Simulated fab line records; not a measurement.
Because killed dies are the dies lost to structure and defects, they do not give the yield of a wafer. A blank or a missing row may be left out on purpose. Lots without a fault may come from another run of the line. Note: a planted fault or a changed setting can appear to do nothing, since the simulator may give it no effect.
Which tool did it? :: flow sky130 :: 18 wafers from 6 lots sampled at 3 of the route's 708 steps

WHAT EACH GAUGE READ, for each wafer
SKY_GATE_OXIDE_OVL_MEAS_10.
lot: L713
measured: day 15 11:11
on: overlay-01
GATE_OXIDE_OVL (nm): -0.1 -1.8 0.5

lot: L716
measured: day 16 06:05
on: overlay-01
GATE_OXIDE_OVL (nm): -2.5 -1.9 -2.6

lot: L718
measured: day 17 00:14
on: overlay-01
GATE_OXIDE_OVL (nm): 0.2 -1.0 0.3

lot: L720
measured: day 17 17:14
on: overlay-02
GATE_OXIDE_OVL (nm): -2.9 -2.1 -2.9

lot: L725
measured: day 19 19:05
on: overlay-01
GATE_OXIDE_OVL (nm): -0.6 -2.1 -1.0

lot: L732
measured: day 21 21:50
on: overlay-01
GATE_OXIDE_OVL (nm): -2.7 -3.0 -2.4

WHAT TOOL EACH LOT RAN ON (gives the tool, then ch and the chambers of the sampled wafers, and finally the start)
lot: L713
SKY_VT_ADJUST_PCH_STRIP_09: plasmaAsher-02 ch 0,1, day 11 18:07
SKY_GATE_OXIDE_EXPOSE_07: ilineStepper-01 ch 0, day 14 22:35

lot: L716
SKY_VT_ADJUST_PCH_STRIP_09: plasmaAsher-04 ch 0,1, day 12 11:34
SKY_GATE_OXIDE_EXPOSE_07: ilineStepper-02 ch 0, day 15 16:38

lot: L718
SKY_VT_ADJUST_PCH_STRIP_09: plasmaAsher-01 ch 0, day 13 06:43
SKY_GATE_OXIDE_EXPOSE_07: ilineStepper-01 ch 0, day 16 10:32

lot: L720
SKY_VT_ADJUST_PCH_STRIP_09: plasmaAsher-01 ch 0,1, day 13 20:17
SKY_GATE_OXIDE_EXPOSE_07: ilineStepper-02 ch 0, day 17 03:19

lot: L725
SKY_VT_ADJUST_PCH_STRIP_09: plasmaAsher-02 ch 0,1, day 15 17:10
SKY_GATE_OXIDE_EXPOSE_07: ilineStepper-02 ch 0, day 19 03:42

lot: L732
SKY_VT_ADJUST_PCH_STRIP_09: plasmaAsher-01 ch 0,1, day 17 19:21
SKY_GATE_OXIDE_EXPOSE_07: ilineStepper-02 ch 0, day 21 07:13
- SKY_VT_ADJUST_PCH_STRIP_09: strips in O2/N2.
- SKY_GATE_OXIDE_EXPOSE_07: exposes mask LVOM, target cd 600 nm.

THE ANSWER, worked out from the rows above alone
Rule: usual is defined by the lots themselves. The widest of any qualifying gaps counts: lots, ordered by their means at a reading, are off when they make up no more than a third of the lots, leave a main group of 4 or more, and stand apart from it by 3 or more times the standard deviation of that group's means. A main group whose means are all the same, to the digits that the tables above print for the reading, isn't used. A lot without any number at a reading at which 4 lots or more have one is off too. Where the step has rows for the other lots, those lots are counted as sound.
Across all readings shown, no lot is off: no conclusion can be drawn from this.

WHAT WAS PUT IN BY THE SIMULATOR
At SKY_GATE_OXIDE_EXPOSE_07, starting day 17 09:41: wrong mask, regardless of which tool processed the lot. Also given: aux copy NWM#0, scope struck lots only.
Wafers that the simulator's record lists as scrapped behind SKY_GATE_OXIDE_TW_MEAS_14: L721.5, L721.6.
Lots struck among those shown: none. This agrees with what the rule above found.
